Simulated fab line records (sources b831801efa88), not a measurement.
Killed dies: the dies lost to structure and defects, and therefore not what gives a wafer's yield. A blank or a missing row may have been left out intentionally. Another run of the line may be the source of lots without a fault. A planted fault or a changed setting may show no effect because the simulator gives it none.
fab line records -- flow sky130 -- part 2 of 2: steps 30 to 41 of 41
record: lots: 5, wafers: 15, last_day: 49
route steps=708 shown SONOS_TUNNEL@161 SONOS_ONO@168 GATE_OXIDE@187
lots with no fault: from the same line, run without faults
start_h: start of the lot's first displayed wafer, in hours after the record's first day -- wait_h: hours from the lot's prior step to this one -- " same as the row above -- L1.1+2: several wafers, shown together as one row -- - either no value or no given start -- * or withheld: withheld -- < > ~ a bound
route shown NAME@n: a module of which the file shows steps, and the number in the route of the first -- usual: mean/standard deviation of fault-free wafers -- same: alike in all rows -- chamber/n: place in a boat -- sites: per-site readings -- _std_site: the values' standard deviation -- _edge_site: inner sites' mean taken away from outer sites' mean -- radius_mm: for every site, how far away it sits from the centre of the wafer -- mask NAME#n: copy n -- behind: the most recent tool/chamber to have shaped the wafer -- hold: the reason the lot was held/the length of the hold in hours/how it ended -- device: names the non-switching transistor (n, p or np) -- end of line: tests run on the same wafers once the route is complete -- step lacking rows: just its recipe -- killed: the dies lost at the first sort to structure and to defects; this is not the yield of the wafer -- map: a wafer's dies, marking killed ones x, the rest . and places with no die _
set.NAME: setting as actually run; set.NAME@STEP: the setting as run at that earlier step -- model.NAME: the simulator's own value behind a step, which no gauge read
lots at some steps of the route; a table a step, a row a wafer
services: from which hour (start_h, from the record's first day; less than 0 if before it) a tool's chamber was out of use, for how many hours, and why
== steps ==
step: SKY_GATE_OXIDE_DEHYDRATE_03
recipe: temp_c: 200, time_s: 60
same: time_s: 60
lot.wafer,tool,chamber,start_h,wait_h
L075.2+4+5,litho_track-01,0,303.11,12.5
L082.1+4+5,litho_track-03,0,368.66,13.2
L083.3+4+5,litho_track-03,0,373.76,14.1
L087.2+3+5,litho_track-03,0,408.84,13.9
L088.3+4+5,litho_track-02,0,414.45,14.3
step: SKY_GATE_OXIDE_HMDS_04
recipe: prime_time_s: 60, prime_temp_c: 120
same: prime_time_s: 60
lot.wafer,tool,chamber,start_h,wait_h
L075.2+4+5,litho_track-01,0,303.26,0.1
L082.1+4+5,litho_track-03,0,368.81,0.1
L083.3+4+5,litho_track-03,0,373.91,0.1
L087.2+3+5,litho_track-03,0,408.99,0.1
L088.3+4+5,litho_track-02,0,414.60,0.1
step: SKY_GATE_OXIDE_COAT_05
recipe: resist: NOVOLAK, spin_rpm: 3000, resist_thk_nm: 1140
lot.wafer,tool,chamber,start_h,wait_h
L075.2+4+5,litho_track-01,0,303.41,0.1
L082.1+4+5,litho_track-03,0,368.96,0.1
L083.3+4+5,litho_track-03,0,374.06,0.1
L087.2+3+5,litho_track-03,0,409.14,0.1
L088.3+4+5,litho_track-02,0,414.75,0.1
step: SKY_GATE_OXIDE_SOFTBAKE_06
recipe: temp_c: 90, time_s: 60, resist: NOVOLAK
same: time_s: 60
lot.wafer,tool,chamber,start_h,wait_h
L075.2+4+5,litho_track-01,0,303.56,0.1
L082.1+4+5,litho_track-03,0,369.11,0.1
L083.3+4+5,litho_track-03,0,374.21,0.1
L087.2+3+5,litho_track-03,0,409.29,0.1
L088.3+4+5,litho_track-02,0,414.90,0.1
step: SKY_GATE_OXIDE_EXPOSE_07
recipe: mask_id: LVOM, na: 0.6, source_shape: conventional, sigma_outer: 0.6, polarization: unpolarized, target_cd_nm: 600, dose_mj: 170
usual: focus_offset_nm: 0.0/0.46
same: sigma_outer: 0.6
lot.wafer,tool,chamber,start_h,wait_h,mask,focus_offset_nm
L075.2,iline_stepper-02,0,-,-,LVOM#0,-1.0
L075.4,iline_stepper-02,0,-,-,LVOM#0,0.0
L075.5,iline_stepper-02,0,-,-,LVOM#0,-0.3
L082.1,iline_stepper-02,0,-,-,LVOM#0,-0.6
L082.4,iline_stepper-02,0,-,-,LVOM#0,0.1
L082.5,iline_stepper-02,0,-,-,LVOM#0,0.2
L083.3,iline_stepper-02,0,-,-,LVOM#0,-0.2
L083.4,iline_stepper-02,0,-,-,LVOM#0,-0.6
L083.5,iline_stepper-02,0,-,-,LVOM#0,-0.1
L087.2,iline_stepper-01,0,-,-,LVOM#0,0.0
L087.3,iline_stepper-01,0,-,-,LVOM#0,-0.1
L087.5,iline_stepper-01,0,-,-,LVOM#0,0.9
L088.3,iline_stepper-02,0,-,-,LVOM#0,0.2
L088.4,iline_stepper-02,0,-,-,LVOM#0,0.0
L088.5,iline_stepper-02,0,-,-,LVOM#0,0.5
step: SKY_GATE_OXIDE_PEB_08
recipe: temp_c: withheld, time_s: *, resist: NOVOLAK
same: time_s: *
lot.wafer,tool,chamber,start_h,wait_h
L075.2+4+5,litho_track-01,0,-,-
L082.1+4+5,litho_track-01,0,-,-
L083.3+4+5,litho_track-03,0,-,-
L087.2+3+5,litho_track-02,0,-,-
L088.3+4+5,litho_track-02,0,-,-
step: SKY_GATE_OXIDE_DEVELOP_09
recipe: resist: NOVOLAK, developer: TMAH, develop_time_s: 60, dev_temp_c: 23
lot.wafer,tool,chamber,start_h,wait_h
L075.2+4+5,litho_track-01,0,317.26,0.1
L082.1+4+5,litho_track-01,0,383.28,0.1
L083.3+4+5,litho_track-03,0,388.11,0.1
L087.2+3+5,litho_track-02,0,423.92,0.1
L088.3+4+5,litho_track-02,0,429.65,0.1
step: SKY_GATE_OXIDE_OVL_MEAS_10
usual: GATE_OXIDE_OVL: -0.6/1.8
lot.wafer,tool,chamber,start_h,wait_h,GATE_OXIDE_OVL[nm]
L075.2,overlay-02,-,317.39,0.1,-1.8
L075.4,overlay-02,-,317.39,0.1,-2.9
L075.5,overlay-02,-,317.39,0.1,-1.8
L082.1,overlay-02,-,383.43,0.1,-1.0
L082.4,overlay-02,-,383.43,0.1,-1.3
L082.5,overlay-02,-,383.43,0.1,-2.0
L083.3,overlay-02,-,388.23,0.1,-0.6
L083.4,overlay-02,-,388.23,0.1,-1.5
L083.5,overlay-02,-,388.23,0.1,-3.5
L087.2,overlay-01,-,424.05,0.1,0.1
L087.3,overlay-01,-,424.05,0.1,-0.5
L087.5,overlay-01,-,424.05,0.1,-1.5
L088.3,overlay-01,-,429.76,0.1,-0.2
L088.4,overlay-01,-,429.76,0.1,2.3
L088.5,overlay-01,-,429.76,0.1,1.5
step: SKY_GATE_OXIDE_IMPLANT_11
recipe: species: B, energy_kev: 10, dose_cm2: 2.6e+12, tilt_deg: withheld
lot.wafer,tool,chamber,start_h,wait_h
L075.2+4+5,implanter-03,0,317.44,0.0
L082.1+4+5,implanter-04,0,383.47,0.0
L083.3+4+5,implanter-04,0,388.30,0.1
L087.2+3+5,implanter-03,0,424.11,0.0
L088.3+4+5,implanter-02,0,429.83,0.1
step: SKY_GATE_OXIDE_WET_ETCH_12
recipe: chemistry: dHF, target_depth_nm: 16.8, dry: n2_spin, target: SiO2, dilution: 100:1, temp_c: 25, time_s: 336
usual: temp_c: 25.01/0.1
same: time_s: 336
lot.wafer,tool,chamber,start_h,wait_h,temp_c
L075.2,wet_bench-04,0,317.57,0.1,25.11
L075.4,wet_bench-04,0,317.57,0.1,25.10
L075.5,wet_bench-04,0,317.57,0.1,25.01
L082.1,wet_bench-02,2,383.62,0.1,25.19
L082.4,wet_bench-02,2,383.62,0.1,24.97
L082.5,wet_bench-02,2,383.62,0.1,25.09
L083.3,wet_bench-04,3,388.40,0.1,24.86
L083.4,wet_bench-04,3,388.40,0.1,25.04
L083.5,wet_bench-04,3,388.40,0.1,25.00
L087.2,wet_bench-02,0,424.23,0.1,25.16
L087.3,wet_bench-02,0,424.23,0.1,24.99
L087.5,wet_bench-02,0,424.23,0.1,25.19
L088.3,wet_bench-04,1,429.93,0.1,24.96
L088.4,wet_bench-04,1,429.93,0.1,25.07
L088.5,wet_bench-04,1,429.93,0.1,25.03
step: SKY_GATE_OXIDE_STRIP_13
recipe: chemistry: O2/N2, power_w: 1400, pressure_mtorr: 1500, platen_temp_c: withheld, o2_flow_sccm: 3000, n2_flow_sccm: 300, overash_fraction: 0.5
usual: drypump_motor_current_A: 5.7/0.44, oes_product_au: 0.715/0.0045, strip_time_to_endpoint_s: 14.20/0.045
lot.wafer,tool,chamber,start_h,wait_h,drypump_motor_current_A,oes_product_au,rf_hours_counter_h,strip_time_to_endpoint_s
L075.2,plasma_asher-02,1,317.67,0.0,5.4,0.718,62,14.17
L075.4,plasma_asher-02,0,317.67,0.0,5.1,0.709,-,14.19
L075.5,plasma_asher-02,1,317.67,0.0,5.4,0.712,-,14.13
L082.1,plasma_asher-02,1,383.72,0.0,5.4,0.720,68,14.11
L082.4,plasma_asher-02,0,383.72,0.0,5.1,0.709,-,14.13
L082.5,plasma_asher-02,0,383.72,0.0,5.1,0.714,-,14.10
L083.3,plasma_asher-02,1,388.65,0.0,5.4,0.716,-,14.23
L083.4,plasma_asher-02,0,388.65,0.0,5.1,0.720,-,14.19
L083.5,plasma_asher-02,0,388.65,0.0,5.1,0.717,-,14.16
L087.2,plasma_asher-04,1,424.34,0.0,6.2,0.715,61,14.13
L087.3,plasma_asher-04,0,424.34,0.0,6.1,0.713,-,14.13
L087.5,plasma_asher-04,1,424.34,0.0,6.2,0.716,-,14.13
L088.3,plasma_asher-04,0,430.07,0.0,6.2,0.713,-,14.21
L088.4,plasma_asher-04,1,430.07,0.0,6.1,0.709,-,14.24
L088.5,plasma_asher-04,1,430.07,0.0,6.1,0.717,-,14.18
step: SKY_GATE_OXIDE_TW_MEAS_14
usual: GATE_OXIDE_TW: 226.3/2.4
lot.wafer,tool,chamber,start_h,wait_h,GATE_OXIDE_TW
L075.2,film_metro-04,-,317.78,0.1,225.1
L075.4,film_metro-04,-,317.78,0.1,224.6
L075.5,film_metro-04,-,317.78,0.1,223.8
L082.1,film_metro-02,-,383.82,0.1,225.0
L082.4,film_metro-02,-,383.82,0.1,224.9
L082.5,film_metro-02,-,383.82,0.1,226.0
L083.3,film_metro-02,-,388.74,0.1,226.4
L083.4,film_metro-02,-,388.74,0.1,225.3
L083.5,film_metro-02,-,388.74,0.1,225.2
L087.2,film_metro-02,-,424.45,0.1,226.6
L087.3,film_metro-02,-,424.45,0.1,226.2
L087.5,film_metro-02,-,424.45,0.1,225.8
L088.3,film_metro-01,-,430.15,0.1,228.5
L088.4,film_metro-01,-,430.15,0.1,230.3
L088.5,film_metro-01,-,430.15,0.1,228.7
== services ==
tool,chamber,start_h,hours,kind
iline_stepper-01,-,240.30,0.6,repair
plasma_asher-04,-,250.25,0.4,repair
lpcvd-03,-,252.37,0.5,repair
furnace-02,-,260.48,2.8,pm
iline_stepper-01,-,262.06,1.7,pm
wet_bench-01,-,266.86,1.9,pm
wet_bench-04,-,267.61,0.7,repair
plasma_asher-03,-,279.11,2.8,pm
rie_diel-01,2,286.33,10.1,repair
rie_diel-01,3,287.08,12.8,repair
implanter-04,-,287.19,2.2,repair
rie_diel-01,0,287.90,6.0,repair
implanter-03,-,290.35,2.0,pm
implanter-03,-,292.36,13.6,pm
rie_diel-01,1,294.24,2.1,repair
plasma_asher-02,-,295.69,2.2,repair
implanter-03,-,314.74,2.1,repair
plasma_asher-02,-,317.88,5.0,repair
wet_bench-03,-,326.06,2.3,repair
implanter-04,-,326.33,1.4,repair
implanter-04,-,327.69,4.9,pm
iline_stepper-02,-,345.43,2.1,pm
iline_stepper-02,-,350.29,1.7,pm
iline_stepper-01,-,416.02,2.1,pm
